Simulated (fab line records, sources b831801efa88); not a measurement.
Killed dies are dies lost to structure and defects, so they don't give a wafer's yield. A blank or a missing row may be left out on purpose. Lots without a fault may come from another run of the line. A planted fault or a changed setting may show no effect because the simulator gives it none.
Which tool did it? | flow gf180mcu | 13 lots, 38 wafers sampled, at 3 steps of a route of 602

WHAT THE GAUGES READ, wafer by wafer
GF_M4_THK_MEAS_06: measures by xrf.
lot  | measured     | on            | M4_ALCU_THK (nm)
L291 | day 22 18:11 | film_metro-01 | 459 461 463
L294 | day 23 23:13 | film_metro-01 | 454 460 460
L295 | day 24 06:58 | film_metro-03 | 460 464 470
L296 | day 24 18:17 | film_metro-04 | 462 469 473
L297 | day 25 05:55 | film_metro-01 | 462 460 466
L298 | day 25 17:14 | film_metro-03 | 468 461 464
L300 | day 25 23:02 | film_metro-04 | 452 457 456
L301 | day 26 15:33 | film_metro-01 | 458 454 451
L303 | day 26 21:02 | film_metro-01 | 465 458 464
L305 | day 27 16:27 | film_metro-04 | 454 451 453
L308 | day 28 13:01 | film_metro-03 | 469 461 465
L311 | day 29 08:40 | film_metro-04 | 455 462
L313 | day 30 06:09 | film_metro-03 | 463 460 467

GF_V5_CD_MEAS_14: target cd 260 nm.
lot  | measured     | on        | cd_nm (nm)
L291 | day 27 12:17 | cd_sem-02 | 259.1 260.2 259.7
L294 | day 28 12:06 | cd_sem-01 | 259.5 258.9 258.6
L295 | day 28 17:13 | cd_sem-01 | 262.7 262.2 261.9
L296 | day 29 06:22 | cd_sem-02 | 261.3 261.4 261.3
L297 | day 29 15:55 | cd_sem-02 | 261.1 261.9 261.5
L298 | day 30 02:01 | cd_sem-02 | 260.5 260.4 261.3
L300 | day 30 08:01 | cd_sem-01 | 262.1 261.8 261.8
L301 | day 30 20:46 | cd_sem-01 | 260.2 261.6 260.8
L303 | day 31 03:18 | cd_sem-02 | 260.2 261.4 261.5
L305 | day 31 19:56 | cd_sem-01 | 261.5 261.7 260.9
L308 | day 32 12:49 | cd_sem-01 | 259.5 257.3 265.4 260.0 257.0 265.7
L311 | day 33 04:40 | cd_sem-02 | 258.2 265.6 257.9 265.5
L313 | day 33 23:15 | cd_sem-02 | 260.3 260.0 267.7 260.4 259.7 267.5

WHICH TOOL RAN EACH LOT (tool, then ch and the chambers of the sampled wafers, then the start)
lot  | GF_V5_EXPOSE_11
L291 | krf_scanner-02 ch 0, day 27 01:20
L294 | krf_scanner-01 ch 0, day 28 01:45
L295 | krf_scanner-02 ch 0, day 28 08:54
L296 | krf_scanner-01 ch 0, day 28 20:10
L297 | krf_scanner-01 ch 0, day 29 07:06
L298 | krf_scanner-01 ch 0, day 29 16:19
L300 | krf_scanner-02 ch 0, day 29 22:53
L301 | krf_scanner-02 ch 0, day 30 11:31
L303 | krf_scanner-01 ch 0, day 30 18:37
L305 | krf_scanner-02 ch 0, day 31 10:49
L308 | krf_scanner-02 ch 0, day 32 04:11
L311 | krf_scanner-02 ch 0, day 32 20:59
L313 | krf_scanner-02 ch 0, day 33 15:35
- GF_V5_EXPOSE_11: exposes mask Via5, target cd 260 nm.

WHAT THE TOOLS THEMSELVES READ (means of the sampled wafers that have a number; where no wafer has one, the mark that the record gives instead)
The record holds no such reading with a usual standard deviation.

THE ANSWER, worked out from the rows above alone
Rule: what is usual is taken from the lots themselves. Put in order of their means at a reading, lots are off if they are a third of the lots or fewer, leave a main group of 4 or more, and stand apart from it by a gap of 3 or more times the standard deviation of the main group's means; of several such gaps the widest counts. A main group whose means are all the same, to the digits that the tables above print for the reading, isn't used. A lot without any number at a reading at which 4 lots or more have one is off too. The other lots that the step has rows for count as sound. The gauges are gone through in route order, then the tools' own readings, and for those a lot's mean is taken as printed above. The first step at which some lot is off is used, and at that step the reading that is off furthest; a lot without a number counts as furthest.
No lot is off at any reading shown: from this, nothing can be told.

WHAT THE SIMULATOR HAD PUT IN
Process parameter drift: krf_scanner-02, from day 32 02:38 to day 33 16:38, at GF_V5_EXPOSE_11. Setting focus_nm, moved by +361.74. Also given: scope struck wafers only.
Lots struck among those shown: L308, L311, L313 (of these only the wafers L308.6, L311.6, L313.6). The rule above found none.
